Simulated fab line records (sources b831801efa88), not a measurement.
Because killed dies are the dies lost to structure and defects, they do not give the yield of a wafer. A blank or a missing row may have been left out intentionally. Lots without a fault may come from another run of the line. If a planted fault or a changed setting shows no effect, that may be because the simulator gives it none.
Struck lot and sound lot, side by side | flow gf180mcu | 43 steps out of a route of 602
Sound: these wafers, L102.2, L102.3, L102.4. Wafers struck: L112.3, L112.5, L112.6. The cause comes at the end.
Per side, at each step with rows, come the tool, then ch with its chambers, and then its first start. Under that, the readings that differ: sound wafers | struck wafers | difference of the means | sigmas: that difference in standard deviations of wafers without a fault.
alike: words and numbers the same on both sides, and readings whose means are apart by under 2 such deviations; not compared: readings that were withheld, readings missing a value for some wafer, numbers with overlapping values and no deviation given by the record, and bounds like >300 which may hide the same value.
The two part at a step that has a row with sigmas, a row that says differs or no value, or rows on one side only. Non-overlapping numbers with no deviation appear without sigmas and do not part them. Lack of a reading on every wafer of one side parts them only where that side has two or more wafers.

first, 3 steps without rows for these wafers: GF_STI_WET_ETCH_27 (etches Si3N4 in H3PO4, target depth 160 nm, time 1825 s); GF_STI_WET_ETCH_28 (etches SiO2 in dHF, target depth 20 nm, time 40 s); GF_STI_OXIDATION_29 (stabilise 600 s, purge 300 s, target thk 10 nm).
GF_STI_THK_MEAS_30:
  sound on film_metro-02, day 2 11:54; struck on film_metro-04, day 4 15:09
  alike: STI_OXIDATION_02_THK
then, 8 steps without rows for these wafers: GF_DNWELL_DEHYDRATE_00 (time 60 s); GF_DNWELL_HMDS_01 (prime time 60 s); GF_DNWELL_COAT_02 (resist thk 3000 nm); GF_DNWELL_SOFTBAKE_03; GF_DNWELL_EXPOSE_04 (exposes mask DNWELL, target cd 1700 nm); GF_DNWELL_PEB_05; GF_DNWELL_DEVELOP_06 (develop time 60 s); GF_DNWELL_IMPLANT_07.
GF_DNWELL_STRIP_08: strips in O2/N2.
  sound on plasma_asher-01 ch 0,1, day 3 00:28; struck on plasma_asher-03 ch 0,1, day 5 05:02
  alike: drypump_motor_current_A, heater_power_w, oes_product_au, platen_temp_c, strip_time_to_endpoint_s
  not compared: rf_hours_counter_h
GF_DNWELL_TW_MEAS_09:
  sound on film_metro-01, day 3 00:34; struck on film_metro-01, day 5 05:08
  alike: DNWELL_TW
then, 7 steps without rows for these wafers: GF_NWELL_DEHYDRATE_00 (time 60 s); GF_NWELL_HMDS_01 (prime time 60 s); GF_NWELL_COAT_02 (resist thk 3000 nm); GF_NWELL_SOFTBAKE_03; GF_NWELL_EXPOSE_04 (exposes mask Nwell, target cd 860 nm); GF_NWELL_PEB_05; GF_NWELL_DEVELOP_06 (develop time 60 s).
GF_NWELL_OVL_MEAS_07:
  sound on overlay-02, day 3 13:51; struck on overlay-01, day 5 20:06
  alike: NWELL_OVL
then, 2 steps without rows for these wafers: GF_NWELL_IMPLANT_08; GF_NWELL_IMPLANT_09.
GF_NWELL_STRIP_10: strips in O2/N2.
  sound on plasma_asher-01 ch 0,1, day 3 14:11; struck on plasma_asher-04 ch 0,1, day 5 20:28
  reading                      | sound             | struck            | difference | sigmas
  strip_time_to_endpoint_s (s) | 36.85 36.82 36.85 | 37.03 37.11 36.96 | +0.19      | +2
  alike: drypump_motor_current_A, heater_power_w, oes_product_au, platen_temp_c
  not compared: rf_hours_counter_h
GF_NWELL_TW_MEAS_11:
  sound on film_metro-03, day 3 14:17; struck on film_metro-01, day 5 20:33
  alike: NWELL_TW
then, 7 steps without rows for these wafers: GF_LVPWELL_DEHYDRATE_00 (time 60 s); GF_LVPWELL_HMDS_01 (prime time 60 s); GF_LVPWELL_COAT_02 (resist thk 3000 nm); GF_LVPWELL_SOFTBAKE_03; GF_LVPWELL_EXPOSE_04 (exposes mask LVPWELL, target cd 600 nm); GF_LVPWELL_PEB_05; GF_LVPWELL_DEVELOP_06 (develop time 60 s).
GF_LVPWELL_OVL_MEAS_07:
  sound on overlay-01, day 4 02:24; struck on overlay-02, day 6 11:16
  alike: LVPWELL_OVL
then, 2 steps without rows for these wafers: GF_LVPWELL_IMPLANT_08; GF_LVPWELL_IMPLANT_09.
GF_LVPWELL_STRIP_10: strips in O2/N2.
  sound on plasma_asher-01 ch 0,1, day 4 02:44; struck on plasma_asher-03 ch 0,1, day 6 11:37
  alike: drypump_motor_current_A, heater_power_w, oes_product_au, platen_temp_c, strip_time_to_endpoint_s
  not compared: rf_hours_counter_h
GF_LVPWELL_TW_MEAS_11:
  sound on film_metro-02, day 4 02:50; struck on film_metro-01, day 6 11:42
  alike: LVPWELL_TW
then, 4 steps without rows for these wafers: GF_MVSD_DEHYDRATE_00 (time 60 s); GF_MVSD_HMDS_01 (prime time 60 s); GF_MVSD_COAT_02 (resist thk 3000 nm); GF_MVSD_SOFTBAKE_03.
-- the record jumps here: 26 days lie between the struck wafers' starts before and after (it left off in module MVSD and takes up again in module PASSIVATION, whose first step shown is number 602 of the route) --
GF_PASSIVATION_PROBE_99:
  rows exist in the record for the struck wafers here (prober-01, day 32 11:02), but not for the sound ones

== WHERE THEY PART ==
At GF_NWELL_STRIP_10 first; at GF_PASSIVATION_PROBE_99 last (within this record only).

WHY: whatever the simulator had introduced
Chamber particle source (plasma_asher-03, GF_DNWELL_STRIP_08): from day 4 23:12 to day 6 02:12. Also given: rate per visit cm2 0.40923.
